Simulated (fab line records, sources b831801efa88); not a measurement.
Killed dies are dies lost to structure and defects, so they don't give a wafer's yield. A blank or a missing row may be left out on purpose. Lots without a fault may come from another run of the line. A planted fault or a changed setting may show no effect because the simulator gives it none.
Which tool did it? | flow sky130 | 14 lots, 42 wafers sampled, at 5 steps of a route of 708

WHAT THE GAUGES READ, wafer by wafer
SKY_SONOS_TUNNEL_OVL_MEAS_08. Usual: SONOS_TUNNEL_OVL -0.8 nm, standard deviation 1.1.
lot  | measured     | on         | SONOS_TUNNEL_OVL (nm) | flag
L455 | day 11 01:50 | overlay-01 | -1.7 -0.9 -0.2        |
L456 | day 11 03:29 | overlay-01 | -1.0 -0.9 -2.1        |
L458 | day 12 16:12 | overlay-02 | -1.0 0.0 -1.7         |
L459 | day 12 20:29 | overlay-01 | -0.3 -0.2 -1.7        |
L461 | day 13 07:59 | overlay-01 | -0.9 -2.6 0.0         |
L460 | day 13 08:15 | overlay-01 | -0.9 0.4 0.3          |
L462 | day 13 14:11 | overlay-01 | -0.2 2.1 -0.8         |
L464 | day 14 05:26 | overlay-01 | -1.5 -1.7 -3.0        |
L466 | day 14 22:38 | overlay-02 | -0.8 -1.8 -0.3        |
L473 | day 17 01:45 | overlay-01 | -0.3 -0.7 -0.4        |
L474 | day 17 17:52 | overlay-01 | -2.0 -2.5 -1.8        |
L476 | day 18 16:36 | overlay-02 | -1.9 0.6 -0.1         |
L477 | day 18 21:08 | overlay-02 | -0.1 -0.8 -2.4        |
L478 | day 19 01:12 | overlay-01 | -0.7 -0.2 -1.5        |

SKY_SONOS_TUNNEL_TW_MEAS_12. Usual: SONOS_TUNNEL_TW 195.7, standard deviation 1.4.
lot  | measured     | on            | SONOS_TUNNEL_TW   | flag
L455 | day 11 02:17 | film_metro-02 | 196.2 198.1 198.0 |
L456 | day 11 03:56 | film_metro-01 | 193.8 194.8 193.6 |
L458 | day 12 16:45 | film_metro-04 | 194.7 194.8 194.7 |
L459 | day 12 20:57 | film_metro-04 | 194.9 195.0 195.0 |
L461 | day 13 08:26 | film_metro-02 | 197.7 198.4 198.4 |
L460 | day 13 08:43 | film_metro-04 | 194.7 195.1 195.6 |
L462 | day 13 14:38 | film_metro-02 | 196.6 197.4 197.4 |
L464 | day 14 05:53 | film_metro-01 | 192.6 193.1 193.4 |
L466 | day 14 23:06 | film_metro-02 | 196.3 196.6 196.6 |
L473 | day 17 02:13 | film_metro-02 | 195.9 196.4 197.1 |
L474 | day 17 18:19 | film_metro-04 | 195.2 194.0 195.1 |
L476 | day 18 17:03 | film_metro-02 | 196.9 196.8 197.1 |
L477 | day 18 21:36 | film_metro-01 | 193.3 195.0 195.9 |
L478 | day 19 01:39 | film_metro-01 | 193.8 194.4 194.2 |

SKY_GATE_OXIDE_THK_MEAS_02. Usual: GATE_OXIDE_OXIDATION_00_THK 10.21 nm, standard deviation 0.23.
lot  | measured     | on            | GATE_OXIDE_OXIDATION_00_THK (nm) | flag
L455 | day 12 10:34 | film_metro-03 | 10.58 10.28 10.32                |
L456 | day 12 10:34 | film_metro-02 | 9.96 9.92 9.84                   |
L458 | day 14 01:18 | film_metro-02 | 10.38 10.50 10.42                |
L459 | day 14 04:06 | film_metro-02 | 10.38 10.43 10.41                |
L461 | day 14 20:37 | film_metro-02 | 10.28 10.31 10.27                |
L460 | day 14 20:38 | film_metro-04 | 10.48 10.68 10.44                |
L462 | day 15 05:16 | film_metro-02 | 10.25 10.23 10.13                |
L464 | day 15 15:46 | film_metro-02 | 9.90 9.86 9.88                   |
L466 | day 16 10:35 | film_metro-04 | 16.78 16.54 16.54                | OFF
L473 | day 19 01:05 | film_metro-03 | 15.82 15.68 15.60                | OFF
L474 | day 19 08:14 | film_metro-04 | 10.05 9.85 10.02                 |
L476 | day 20 13:41 | film_metro-02 | 10.35 10.26 10.29                |
L477 | day 20 13:40 | film_metro-04 | 10.45 10.35 10.46                |
L478 | day 20 17:36 | film_metro-04 | 10.21 10.39 10.16                |

WHICH TOOL RAN EACH LOT (tool, then ch and the chambers of the sampled wafers, then the start)
lot  | SKY_VT_ADJUST_NCORE_STRIP_10         | SKY_GATE_OXIDE_OXIDATION_01
L455 | plasma_asher-03 ch 0,1, day 8 09:37  | furnace-02 ch 0, day 12 09:08
L456 | plasma_asher-01 ch 0,1, day 8 10:56  | furnace-02 ch 0, day 12 09:08
L458 | plasma_asher-03 ch 0,1, day 9 20:07  | furnace-02 ch 0, day 13 23:53
L459 | plasma_asher-04 ch 0, day 9 23:19    | furnace-02 ch 0, day 14 02:41
L461 | plasma_asher-04 ch 0,1, day 10 08:55 | furnace-01 ch 0, day 14 19:12
L460 | plasma_asher-04 ch 0,1, day 10 09:48 | furnace-01 ch 0, day 14 19:12
L462 | plasma_asher-04 ch 0,1, day 10 15:25 | furnace-01 ch 0, day 15 03:51
L464 | plasma_asher-04 ch 0,1, day 11 03:37 | furnace-01 ch 0, day 15 14:22
L466 | plasma_asher-03 ch 0,1, day 11 17:48 | furnace-02 ch 0, day 16 06:48 and furnace-01 ch 0, day 16 09:09
L473 | plasma_asher-04 ch 0,1, day 13 15:43 | furnace-02 ch 0, day 18 21:05
L474 | plasma_asher-04 ch 0,1, day 14 07:17 | furnace-02 ch 0, day 19 06:50
L476 | plasma_asher-01 ch 0,1, day 15 01:56 | furnace-01 ch 0, day 20 12:16
L477 | plasma_asher-03 ch 0, day 15 06:25   | furnace-01 ch 0, day 20 12:16
L478 | plasma_asher-01 ch 0,1, day 15 10:52 | furnace-01 ch 0, day 20 16:11
- SKY_VT_ADJUST_NCORE_STRIP_10: strips in O2/N2.
- SKY_GATE_OXIDE_OXIDATION_01: stabilise 600 s, purge 300 s, target thk 10.268 nm.

WHAT THE TOOLS THEMSELVES READ (means of the sampled wafers that have a number; where no wafer has one, the mark that the record gives instead)
SKY_VT_ADJUST_NCORE_STRIP_10. Usual: chamber_pressure_mTorr 1500.0 mTorr, standard deviation 1.4; drypump_motor_current_A 5.6 A, standard deviation 0.57; o2_flow_sccm 2999 sccm, standard deviation 8.1; oes_product_au 0.715 a.u., standard deviation 0.0046; strip_time_to_endpoint_s 14.19 s, standard deviation 0.038.
lot  | tool            | chamber_pressure_mTorr (mTorr) | drypump_motor_current_A (A) | o2_flow_sccm (sccm) | oes_product_au (a.u.) | strip_time_to_endpoint_s (s) | flag
L455 | plasma_asher-03 | 1500.8                         | 5.8                         | 3007                | 0.718                 | 14.20                        |
L456 | plasma_asher-01 | 1501.0                         | 5.2                         | 3008                | 0.714                 | 14.22                        |
L458 | plasma_asher-03 | 1499.8                         | 5.8                         | 2998                | 0.718                 | 14.21                        |
L459 | plasma_asher-04 | 1499.9                         | 6.6                         | 2996                | 0.713                 | 14.24                        |
L461 | plasma_asher-04 | 1498.8                         | 6.2                         | 2999                | 0.720                 | 14.19                        |
L460 | plasma_asher-04 | 1501.1                         | 6.2                         | 3004                | 0.714                 | 14.18                        |
L462 | plasma_asher-04 | 1501.5                         | 6.2                         | 3003                | 0.712                 | 14.17                        |
L464 | plasma_asher-04 | 1500.0                         | 6.2                         | 2993                | 0.712                 | 14.15                        |
L466 | plasma_asher-03 | 1500.6                         | 5.8                         | 2993                | 0.719                 | 14.15                        |
L473 | plasma_asher-04 | 1499.1                         | 6.2                         | 3002                | 0.720                 | 14.21                        |
L474 | plasma_asher-04 | 1500.3                         | 5.8                         | 2999                | 0.714                 | 14.10                        |
L476 | plasma_asher-01 | 1499.8                         | 5.2                         | 2997                | 0.717                 | 14.23                        |
L477 | plasma_asher-03 | 1499.1                         | 6.1                         | 2993                | 0.716                 | 14.17                        |
L478 | plasma_asher-01 | 1498.4                         | 5.5                         | 3007                | 0.721                 | 14.13                        |

SKY_GATE_OXIDE_OXIDATION_01. Usual: zone_power_top_pct 35.9 %, standard deviation 1.2.
lot  | tool                  | zone_power_top_pct (%) | flag
L455 | furnace-02            | 34.9                   |
L456 | furnace-02            | 34.7                   |
L458 | furnace-02            | 34.8                   |
L459 | furnace-02            | 34.9                   |
L461 | furnace-01            | 36.8                   |
L460 | furnace-01            | 36.8                   |
L462 | furnace-01            | 37.2                   |
L464 | furnace-01            | 37.0                   |
L466 | furnace-02/furnace-01 | 35.7                   |
L473 | furnace-02            | 34.9                   |
L474 | furnace-02            | 34.7                   |
L476 | furnace-01            | 36.8                   |
L477 | furnace-01            | 36.7                   |
L478 | furnace-01            | 36.7                   |

THE ANSWER, worked out from the rows above alone
Rule: a lot is off if the mean of its wafers that have a number lies more than 3 standard deviations from the usual mean. A lot without any number at a reading at which 4 lots or more have one is off too. The other lots that the step has rows for count as sound. The gauges are gone through in route order, then the tools' own readings, and for those a lot's mean is taken as printed above. The first step at which some lot is off is used, and at that step the reading that is off furthest; a lot without a number counts as furthest.
Off: L466, L473, at SKY_GATE_OXIDE_THK_MEAS_02 (GATE_OXIDE_OXIDATION_00_THK).
A tool fits if, at a process step before that reading, it ran every lot that is off, and no sound lot after the first of them. The gauges at SKY_GATE_OXIDE_THK_MEAS_02 are tried like those tools. None of those tried fits.

WHAT THE SIMULATOR HAD PUT IN
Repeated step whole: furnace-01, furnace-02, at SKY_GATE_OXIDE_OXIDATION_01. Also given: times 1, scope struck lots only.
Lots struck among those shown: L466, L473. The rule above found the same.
